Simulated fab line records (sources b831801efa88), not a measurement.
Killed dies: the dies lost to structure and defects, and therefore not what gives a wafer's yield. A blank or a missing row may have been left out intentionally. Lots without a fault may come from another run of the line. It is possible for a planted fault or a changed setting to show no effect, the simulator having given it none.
fab line records + flow sky130
record
- lots=14
- wafers=42
- last-day=50
route steps=708 shown VIA1@482 PAD_OPEN@708
lots that met no fault: from a run of the same line without faults
start-h: hours from the record's first day to the start of the lot's first wafer shown + wait-h: hours since the lot's step before + " unchanged from the row above + L1.1+2: a single row standing in for several wafers + - no value present, or no start provided + * or withheld: withheld + < > ~ a bound
route shown NAME@n: a module of which the file shows steps, and the number in the route of the first + usual: the fault-free wafers' mean and standard deviation + same: alike in all rows + chamber/n: place in a boat + sites: each site's reading + _std_site: their standard deviation + _edge_site: inner sites' mean taken away from outer sites' mean + radius-mm: how far each site lies from the wafer's centre + mask NAME#n: copy n + behind: the last tool/chamber to shape the wafer + hold: reason for holding the lot/hours on hold/outcome of the hold + device: names the non-switching transistor (n, p or np) + end of line: tests run on the same wafers once the route is complete + a step with no rows: only its recipe + killed: dies lost to structure and defects at the first sort, not the wafer's yield + map: a wafer's dies, marking killed ones x, the rest . and places with no die _
set.NAME: the setting that was run; set.NAME@STEP: the one run at that earlier step + model.NAME: the simulator's own value behind a step, which no gauge read
the route's steps for a sample of lots (tables are steps, rows are wafers)
services: when a tool's chamber went out of use (start-h, in hours from the record's first day, below 0 if earlier), for how many hours, and the reason
## steps
# step SKY_VIA1_CMP_24
# recipe
- stop-on=SiO2
- t-overpolish-s=15
- down-force-psi=3.5
- platen-rpm=60
- target-thk-nm=0
- pad-velocity-m-s=0.94248
# usual
- motor-current-A=11.5/0.87
- overpolish-run-s=14.999/0.0089
- slurry-flow-ml-min=150.0/0.46
- time-to-endpoint-s=65/3.4
# same
- t-overpolish-s=15
| lot.wafer | tool   | chamber | start-h | wait-h | motor-current-A | overpolish-run-s | slurry-flow-ml-min | time-to-endpoint-s |
|-----------|--------|---------|---------|--------|-----------------|------------------|--------------------|--------------------|
| L520.1    | cmp-02 | 0       | 786.39  | 0.1    | 11.4            | 14.992           | 149.8              | 59                 |
| L520.2    | "      | 1       | "       | "      | 11.6            | 14.999           | 150.3              | 71                 |
| L520.5    | "      | 2       | "       | "      | 14.3            | 14.998           | 150.3              | 63                 |
| L521.4    | cmp-01 | 3       | 805.57  | 0.0    | 10.7            | 14.995           | 149.9              | 63                 |
| L521.2    | "      | 0       | "       | "      | 11.1            | 15.013           | 150.0              | 64                 |
| L521.5    | "      | 0       | "       | "      | 11.9            | 15.012           | 150.6              | 65                 |
| L522.1    | cmp-02 | 1       | 813.61  | 0.2    | 11.4            | 15.002           | 150.1              | 70                 |
| L522.5    | "      | 2       | "       | "      | 13.1            | 14.998           | 150.3              | 66                 |
| L522.6    | "      | 3       | "       | "      | 12.0            | 15.011           | 149.3              | 64                 |
| L525.2    | cmp-02 | 0       | 837.62  | 0.0    | 11.7            | 15.020           | 150.0              | 62                 |
| L525.4    | "      | 2       | "       | "      | 13.0            | 14.983           | 150.1              | 63                 |
| L525.1    | "      | 3       | "       | "      | 11.2            | 15.007           | 150.5              | 63                 |
| L526.3    | cmp-01 | 0       | 843.10  | 0.0    | 11.6            | 15.002           | 149.9              | 66                 |
| L526.4    | "      | 3       | "       | "      | 10.7            | 14.984           | 149.3              | 64                 |
| L526.5    | "      | 1       | "       | "      | 11.5            | 15.008           | 149.7              | 65                 |
| L527.2    | cmp-01 | 1       | 844.72  | 0.0    | 11.3            | 15.002           | 150.3              | 63                 |
| L527.1    | "      | 2       | "       | "      | 10.4            | 15.017           | 149.5              | 65                 |
| L527.4    | "      | 3       | "       | "      | 10.6            | 14.998           | 150.0              | 63                 |
| L528.3    | cmp-01 | 2       | 864.89  | 0.1    | 11.0            | 15.000           | 150.0              | 63                 |
| L528.5    | "      | 1       | "       | "      | 11.1            | 14.995           | 149.4              | 63                 |
| L528.6    | "      | 2       | "       | "      | 10.3            | 14.997           | 149.9              | 65                 |
| L530.1    | cmp-01 | 3       | 877.36  | 0.1    | 10.5            | 0.051            | 149.7              | 104                |
| L530.6    | "      | 1       | "       | "      | 11.0            | 0.044            | 150.0              | 104                |
| L530.5    | "      | 2       | "       | "      | 10.9            | 0.040            | 150.1              | 104                |
| L532.2    | cmp-01 | 3       | 885.40  | 0.0    | 10.7            | 0.035            | 150.3              | 104                |
| L532.1    | "      | 0       | "       | "      | 11.5            | 0.041            | 150.8              | 104                |
| L532.3    | "      | 2       | "       | "      | 10.4            | 0.041            | 150.1              | 104                |
| L538.4    | cmp-01 | 0       | 955.47  | 0.0    | 11.8            | 15.009           | 149.2              | 69                 |
| L538.1    | "      | 1       | "       | "      | 11.0            | 14.995           | 150.0              | 65                 |
| L538.6    | "      | 0       | "       | "      | 11.1            | 15.002           | 150.5              | 66                 |
| L540.3    | cmp-02 | 2       | 955.69  | 0.1    | 13.5            | 15.009           | 150.0              | 60                 |
| L540.4    | "      | 0       | "       | "      | 11.3            | 14.990           | 150.4              | 60                 |
| L540.5    | "      | 1       | "       | "      | 11.1            | 14.986           | 149.5              | 66                 |
| L539.2    | cmp-02 | 1       | 956.59  | 0.3    | 11.4            | 14.990           | 150.6              | 67                 |
| L539.5    | "      | 2       | "       | "      | 13.3            | 14.991           | 149.8              | 62                 |
| L539.6    | "      | 3       | "       | "      | 12.2            | 14.993           | 149.9              | 61                 |
| L542.1    | cmp-01 | 0       | 957.55  | 0.1    | 11.6            | 15.009           | 150.4              | 65                 |
| L542.3    | "      | 3       | "       | "      | 10.6            | 15.016           | 150.1              | 64                 |
| L542.6    | "      | 1       | "       | "      | 11.2            | 15.008           | 150.8              | 63                 |
| L541.1    | cmp-02 | 3       | 960.64  | 0.1    | 11.2            | 14.993           | 149.8              | 64                 |
| L541.3    | "      | 0       | "       | "      | 11.0            | 14.998           | 148.8              | 61                 |
| L541.2    | "      | 1       | "       | "      | 11.4            | 15.003           | 149.8              | 69                 |
# step SKY_PAD_OPEN_PROBE_99
# usual
- defect-limited-yield=82.8/1.7
- killed_at_M0_to_M3=43/6.2
- killed_at_M4_up=2.8/1.7
- killed-at-contacts=24/4.8
- killed-at-front-end=15/4.3
- killed-at-other=0.3/0.55
- killed-dies=85/8.4
- killed-on-rim=17/3.8
- killed-open=46/6.7
- killed-short=38/6.2
- sort_bin_3_pad_short=0.9/0.46
- sort_bin_5_function=10.2/1.3
- sort_bin_6_memory=6.1/0.9
- sort-n-pass=407/8.4
- sort-yield-pct=82.8/1.7
# same
- gross-dies=492
- killed-at-back-side=0
- sort_bin_4_leakage[%]=0
- sort_bin_8_speed[%]=0
| lot.wafer | tool      | chamber | start-h | wait-h | defect-limited-yield[%] | killed_at_M0_to_M3 | killed_at_M4_up | killed-at-contacts | killed-at-front-end | killed-at-other | killed-dies | killed-on-rim | killed-open | killed-short | sort_bin_3_pad_short[%] | sort_bin_5_function[%] | sort_bin_6_memory[%] | sort-n-pass | sort-yield-pct[%] |
|-----------|-----------|---------|---------|--------|-------------------------|--------------------|-----------------|--------------------|---------------------|-----------------|-------------|---------------|-------------|--------------|-------------------------|------------------------|----------------------|-------------|-------------------|
| L528.3    | prober-02 | -       | 1125.51 | 0.2    | 80.1                    | 53                 | 0               | 29                 | 15                  | 1               | 98          | 27            | 64          | 34           | 1.0                     | 12.4                   | 6.5                  | 394         | 80.1              |
| L528.5    | prober-02 | -       | 1125.61 | 0.2    | 84.1                    | 43                 | 1               | 23                 | 11                  | 0               | 78          | 14            | 47          | 31           | 0.4                     | 9.1                    | 6.3                  | 414         | 84.1              |
| L528.6    | prober-02 | -       | 1125.66 | 0.2    | 82.1                    | 45                 | 2               | 27                 | 13                  | 1               | 88          | 14            | 48          | 40           | 0.8                     | 12.0                   | 5.1                  | 404         | 82.1              |
| L530.1    | prober-02 | -       | 1140.96 | 0.1    | 0                       | 450                | 2               | 19                 | 21                  | 0               | 492         | 96            | 53          | 38           | 82.1                    | 11.8                   | 6.1                  | 0           | 0                 |
| L530.5    | prober-02 | -       | 1141.16 | 0.2    | 0                       | 448                | 5               | 22                 | 17                  | 0               | 492         | 96            | 51          | 38           | 83.1                    | 11.6                   | 5.3                  | 0           | 0                 |
| L530.6    | prober-02 | -       | 1141.21 | 0.2    | 0                       | 447                | 2               | 25                 | 18                  | 0               | 492         | 96            | 45          | 51           | 81.5                    | 12.8                   | 5.7                  | 0           | 0                 |
| L532.1    | prober-01 | -       | 1145.28 | 0.1    | 0                       | 445                | 1               | 23                 | 23                  | 0               | 492         | 96            | 45          | 37           | 84.1                    | 9.1                    | 6.7                  | 0           | 0                 |
| L532.2    | prober-01 | -       | 1145.33 | 0.1    | 0                       | 452                | 3               | 23                 | 14                  | 0               | 492         | 96            | 55          | 33           | 82.9                    | 9.6                    | 7.5                  | 0           | 0                 |
| L532.3    | prober-01 | -       | 1145.38 | 0.2    | 0                       | 461                | 1               | 21                 | 9                   | 0               | 492         | 96            | 45          | 33           | 84.3                    | 10.4                   | 5.3                  | 0           | 0                 |
# killed by level:class
L528.3 VIA1:geometric-particle:open=15 CONTACT:geometric-particle:open=12 LI_CONTACT:geometric-particle:open=10 FIELD_ISO:geometric-particle:open=8 METAL2:geometric-particle:short=7 VIA3:geometric-particle:open=6 VIA1:geometric-particle:short=6 CONTACT:geometric-particle:short=4
L528.5 VIA1:geometric-particle:open=11 CONTACT:geometric-particle:open=10 CONTACT:geometric-particle:short=5 VIA3:geometric-particle:open=5 POLY_GATE:geometric-particle:short=4 METAL2:geometric-particle:open=4 POLY_GATE:geometric-particle:open=3 LI_CONTACT:geometric-particle:short=3
L528.6 CONTACT:geometric-particle:open=11 VIA2:geometric-particle:open=7 LI_CONTACT:geometric-particle:open=6 VIA1:geometric-particle:open=6 METAL2:geometric-particle:short=6 VIA3:geometric-particle:open=6 FIELD_ISO:geometric-particle:short=5 CONTACT:geometric-particle:short=5
L530.1 VIA1:area-cmp=401 CONTACT:geometric-particle:open=9 METAL1:geometric-particle:short=9 VIA1:geometric-particle:open=8 METAL2:geometric-particle:open=6 VIA2:geometric-particle:open=6 FIELD_ISO:geometric-particle:open=5 METAL2:geometric-particle:short=5
L530.5 VIA1:area-cmp=403 VIA1:geometric-particle:open=14 CONTACT:geometric-particle:open=8 LI_CONTACT:geometric-particle:open=7 VIA1:geometric-particle:short=5 METAL1:geometric-particle:short=5 METAL2:geometric-particle:short=5 VIA3:geometric-particle:open=4
L530.6 VIA1:area-cmp=396 CONTACT:geometric-particle:open=10 METAL1:geometric-particle:short=9 LI_CONTACT:geometric-particle:open=8 METAL2:geometric-particle:short=7 VIA2:geometric-particle:open=6 POLY_GATE:geometric-particle:short=5 CONTACT:geometric-particle:short=5
L532.1 VIA1:area-cmp=410 VIA1:geometric-particle:open=11 FIELD_ISO:geometric-particle:open=10 CONTACT:geometric-particle:open=8 FIELD_ISO:geometric-particle:short=6 METAL1:geometric-particle:short=5 LI_CONTACT:geometric-particle:open=4 LOCAL_INTERCONNECT:geometric-particle:short=4
L532.2 VIA1:area-cmp=403 VIA1:geometric-particle:open=15 CONTACT:geometric-particle:open=9 VIA2:geometric-particle:open=8 METAL2:geometric-particle:short=7 VIA3:geometric-particle:open=6 FIELD_ISO:geometric-particle:open=5 POLY_GATE:geometric-particle:open=4
L532.3 VIA1:area-cmp=414 LI_CONTACT:geometric-particle:open=11 VIA1:geometric-particle:open=11 METAL2:geometric-particle:short=7 VIA1:geometric-particle:short=6 METAL1:geometric-particle:short=6 VIA3:geometric-particle:open=6 CONTACT:geometric-particle:open=5
## services
| tool   | chamber | start-h | hours | kind                           |
|--------|---------|---------|-------|--------------------------------|
| cmp-01 | -       | 786.59  | 7.0   | pm                             |
| cmp-01 | -       | 799.33  | 0.7   | repair                         |
| cmp-01 | -       | 804.46  | 1.1   | repair                         |
| cmp-02 | -       | 832.09  | 5.0   | repair                         |
| cmp-01 | -       | 835.17  | 0.3   | repair                         |
| cmp-02 | -       | 912.17  | 4.0   | pm                             |
| cmp-02 | -       | 916.17  | -     | consumable-replace:conditioner |
| cmp-02 | -       | 916.17  | -     | consumable-replace:pad         |
| cmp-01 | -       | 934.40  | 6.5   | repair                         |
| cmp-01 | -       | 935.63  | 0.3   | repair                         |
## key
first-sign
- step=SKY_VIA1_CMP_24
- reading=overpolish-run-s
- direction=down
- sigmas=99+
- usual=14.999
- struck=0.042
effect
- step=SKY_VIA1_CMP_24
- reading=time-to-endpoint-s
- direction=up
- sigmas=11
- usual=*
- struck=*
effect
- step=SKY_PAD_OPEN_PROBE_99
- reading=sort_bin_3_pad_short
- direction=up
- sigmas=99+
- usual=0.9
- struck=83.0
more-kills-born-at
- SKY_VIA1_CMP_24@cmp-01=2427
met-at SKY_VIA1_CMP_24
struck-lots L530,L532
later-rows-left-out L530.1,L530.5,L530.6,L532.1,L532.2,L532.3
onset-between 864.89 877.36
fault
- kind=process-parameter-drift
- tool=cmp-01
- chamber=-
- onset-h=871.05
- steps=SKY_VIA1_CMP_24
- channel=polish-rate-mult
- offset=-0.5
- shape=step
- end-h=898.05
# later-rows-left-out: the simulator's readings of these wafers behind a module that went badly wrong aren't trusted and aren't shown, but for the sort
